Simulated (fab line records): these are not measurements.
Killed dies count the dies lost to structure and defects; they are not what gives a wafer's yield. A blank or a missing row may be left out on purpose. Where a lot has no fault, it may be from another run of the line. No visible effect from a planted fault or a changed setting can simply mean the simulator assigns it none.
Which tool is to blame? ; flow sky130 ; 33 wafers from 11 lots sampled at 6 of the route's 708 steps

WHAT EACH GAUGE READ, for each wafer
SKY_SONOS_ONO_THK_MEAS_05. Usual: SONOS_ONO_CVD_04_THK typically reads 5.73 nm, with standard deviation 0.11.
lot;measured;on;SONOS_ONO_CVD_04_THK (nm);flag
L491;day 11 18:07;film metro-01;5.78 5.80 5.76;
L492;day 12 01:34;film metro-03;5.80 5.75 5.73;
L493;day 12 10:22;film metro-04;5.75 5.79 5.77;
L496;day 13 08:44;film metro-01;5.67 5.62 5.79;
L498;day 13 20:14;film metro-01;5.68 5.68 5.81;
L505;day 15 23:15;film metro-01;5.58 5.65 5.64;
L506;day 16 08:59;film metro-03;5.87 5.82 5.85;
L510;day 17 13:37;film metro-04;5.81 5.80 5.81;
L511;day 18 01:53;film metro-01;5.61 5.74 5.64;
L512;day 18 21:47;film metro-04;5.70 5.72 5.74;
L514;day 19 06:52;film metro-01;5.50 5.58 5.59;

SKY_LDD_HVN_OVL_MEAS_07. Usual: LDD_HVN_OVL typically reads -0.2 nm, with standard deviation 1.2.
lot;measured;on;LDD_HVN_OVL (nm);flag
L491;day 20 15:23;overlay-01;0.6 0.6 0.6;
L492;day 20 19:46;overlay-02;-0.8 -0.4 -2.0;
L493;day 21 07:44;overlay-01;0.2 1.1 1.6;
L496;day 22 06:49;overlay-02;0.7 -0.3 -0.1;
L498;day 22 20:20;overlay-01;0.5 -1.1 -0.6;
L505;day 25 05:19;overlay-02;- - -;OFF
L506;day 25 21:37;overlay-01;-1.3 -1.1 -1.6;
L510;day 26 19:40;overlay-02;-0.3 -1.2 -0.1;
L511;day 27 09:11;overlay-02;0.8 -1.7 0.6;
L512;day 28 02:19;overlay-02;-0.2 1.2 -1.4;
L514;day 28 10:07;overlay-01;-1.4 -2.0 -1.3;

SKY_LDD_HVN_TW_MEAS_10. Usual: LDD_HVN_TW typically reads 1435, with standard deviation 7.3.
lot;measured;on;LDD_HVN_TW;flag
L491;day 20 15:41;film metro-03;1448 1454 1456;
L492;day 20 20:04;film metro-04;1439 1434 1438;
L493;day 21 08:01;film metro-04;1431 1429 1433;
L496;day 22 07:06;film metro-02;1430 1429 1429;
L498;day 22 20:37;film metro-02;1437 1432 1436;
L505;day 25 05:37;film metro-04;30 30 30;OFF
L506;day 25 21:54;film metro-02;1436 1435 1433;
L510;day 26 19:57;film metro-02;1440 1439 1430;
L511;day 27 09:28;film metro-03;1432 1425 1428;
L512;day 28 02:36;film metro-04;1434 1435 1434;
L514;day 28 10:25;film metro-04;1435 1438 1432;

SKY_LDD_HVP_TW_MEAS_10. Usual: LDD_HVP_TW typically reads 455.8, with standard deviation 2.3.
lot;measured;on;LDD_HVP_TW;flag
L491;day 21 23:37;film metro-01;457.2 457.4 455.9;
L492;day 22 03:30;film metro-02;454.0 454.0 454.2;
L493;day 22 15:06;film metro-02;453.9 454.6 453.9;
L496;day 23 12:42;film metro-01;455.2 456.0 456.5;
L498;day 24 01:51;film metro-04;458.2 458.2 455.4;
L505;day 26 11:15;film metro-04;1437.6 1435.7 1443.4;OFF
L506;day 27 03:23;film metro-01;453.5 453.5 454.4;
L510;day 28 00:18;film metro-04;453.5 455.6 453.1;
L511;day 28 13:11;film metro-02;459.3 458.4 457.4;
L512;day 29 06:06;film metro-04;460.1 457.9 457.8;
L514;day 29 14:43;film metro-02;456.6 458.2 456.4;

SKY_SD_N_TW_MEAS_12. Usual: SD_N_TW typically reads 3987, with standard deviation 21.
lot;measured;on;SD_N_TW;flag
L491;day 28 07:20;film metro-04;3972 3980 3986;
L492;day 28 09:19;film metro-02;3973 3989 3973;
L493;day 28 18:53;film metro-02;3971 3965 3978;
L496;day 29 16:49;film metro-03;3972 3977 3970;
L498;day 30 05:31;film metro-02;4019 4010 4011;
L505;day 32 08:02;film metro-04;4004 4012 4012;
L506;day 33 03:07;film metro-04;3974 3968 3972;
L510;day 33 23:35;film metro-04;3996 4001 3981;
L511;day 34 06:59;film metro-02;3994 4004 3971;
L512;day 34 22:25;film metro-03;3982 3966 3965;
L514;day 35 07:22;film metro-04;3977 4010 3987;

WHAT TOOL EACH LOT RAN ON (gives the tool, then ch and the chambers of the sampled wafers, and finally the start)
lot;SKY_LDD_HVN_EXPOSE_04
L491;iline stepper-02 ch 0, day 20 00:41
L492;iline stepper-01 ch 0, day 20 04:52
L493;iline stepper-01 ch 0, day 20 16:17
L496;iline stepper-01 ch 0, day 21 14:59
L498;iline stepper-01 ch 0, day 22 05:55
L505;iline stepper-01 ch 0, day 24 14:17
L506;iline stepper-02 ch 0, day 25 06:53
L510;iline stepper-02 ch 0, day 26 05:53
L511;iline stepper-01 ch 0, day 26 18:41
L512;iline stepper-01 ch 0, day 27 12:14
L514;iline stepper-01 ch 0, day 27 20:40
- SKY_LDD_HVN_EXPOSE_04: exposes mask HVNTM, target cd 700 nm.

AS READ BY THE TOOLS THEMSELVES (means over the sampled wafers that have a number; for cases with no such wafer, the mark the record gives instead)
SKY_LDD_HVN_EXPOSE_04. Usual: exposure dose mJ cm2 126.99, standard deviation 0.13; stage vel mm s 499.93 mm/s, standard deviation 0.25.
lot;tool;exposure dose mJ cm2;stage vel mm s (mm/s);flag
L491;iline stepper-02;126.92;499.94;
L492;iline stepper-01;126.85;500.19;
L493;iline stepper-01;126.83;500.04;
L496;iline stepper-01;126.79;500.08;
L498;iline stepper-01;127.06;499.78;
L505;iline stepper-01;126.79;499.63;
L506;iline stepper-02;126.94;500.15;
L510;iline stepper-02;127.04;499.86;
L511;iline stepper-01;126.97;500.05;
L512;iline stepper-01;126.98;499.42;
L514;iline stepper-01;126.89;500.17;

THE ANSWER, worked out from the rows above alone
Rule: a lot counts as off when the mean over its wafers that have a number is more than 3 standard deviations away from the usual mean. A lot without any number at a reading at which 4 lots or more have one is off too. Any other lot the step has rows for is counted as sound. After the gauges, taken in route order, come the tools' own readings; for these a lot's mean is taken, as printed above. At the first step where some lot is off, the reading lying furthest off is the one used; lots without a number count as furthest.
Off: L505, seen at SKY_LDD_HVN_OVL_MEAS_07 (LDD_HVN_OVL). Without a number there: L505.
If a tool, at a process step before that reading, ran all the lots that are off and no sound lot after the first of them, it fits. Not tried: the gauges at SKY_LDD_HVN_OVL_MEAS_07; whatever is off there is also off at SKY_LDD_HVN_TW_MEAS_10, on other tools, and gauge error can't account for it. Not one of the candidates tried fits.

WHAT WAS PUT IN BY THE SIMULATOR
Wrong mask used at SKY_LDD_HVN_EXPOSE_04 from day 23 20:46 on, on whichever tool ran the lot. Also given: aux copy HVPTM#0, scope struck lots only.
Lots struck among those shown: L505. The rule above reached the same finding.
